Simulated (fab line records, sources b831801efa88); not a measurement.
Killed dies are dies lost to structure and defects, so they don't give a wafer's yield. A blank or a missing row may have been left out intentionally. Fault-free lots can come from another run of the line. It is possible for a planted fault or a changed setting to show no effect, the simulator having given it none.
One fault seen from 2 desks | flow gf180mcu | numbers are kept per desk, each desk with only its own; the story behind them comes last

## AT THE METROLOGY DESK
Lot by lot, what the gauges showed, no matter which tool ran the lot: averages of those sampled wafers that carry a number. Marked OUT: a lot whose mean sits more than 4 standard deviations from the usual mean, which makes it out of limits; the brackets give that distance.
Columns: A = cd_nm at GF_M5_CD_MEAS_07, usual 279.4 nm
lot  | first seen here | A
L434 | day 26 15:11    | 279.2
L435 | day 27 01:07    | 278.8
L436 | day 27 04:31    | 279.7
L437 | day 27 09:13    | 279.2
L438 | day 27 18:47    | 279.7
L441 | day 28 23:35    | 279.1
L442 | day 29 01:07    | 278.4
L444 | day 29 09:46    | 278.7
L443 | day 29 10:07    | 281.9
L448 | day 30 15:05    | 279.3
L455 | day 32 07:50    | 280.7
L457 | day 32 17:49    | 278.8
This desk's finding: nothing out of limits on any of the 12 lots.

## DESK OF THE TOOL OWNER: rie_diel-03
The tool's own readings at GF_V4_ETCH_17 (etches SiO2 in C4F8/O2/Ar, stops on TiN, target depth 630 nm): means of the sampled wafers that have a number, for each lot that ran on this tool. Marked OUT: a lot whose mean sits more than 4 standard deviations from the usual mean, which makes it out of limits; the brackets give that distance.
Columns: A = oes_product_au at GF_V4_ETCH_17, usual 0.856 a.u.
lot  | first seen here | A
L434 | day 24 18:00    | 0.856
L435 | day 25 06:00    | 0.860
L436 | day 25 09:00    | 0.858
L438 | day 26 00:00    | 0.857
L442 | day 27 08:00    | 0.859
L443 | day 27 17:00    | 0.858
This desk's finding: nothing out of limits on any of the 6 lots.

## BROUGHT TOGETHER
Nothing out of limits was seen by the metrology desk.
Nothing out of limits was seen by the tool owner's desk.

## WHAT HAD BEEN PUT IN BY THE SIMULATOR
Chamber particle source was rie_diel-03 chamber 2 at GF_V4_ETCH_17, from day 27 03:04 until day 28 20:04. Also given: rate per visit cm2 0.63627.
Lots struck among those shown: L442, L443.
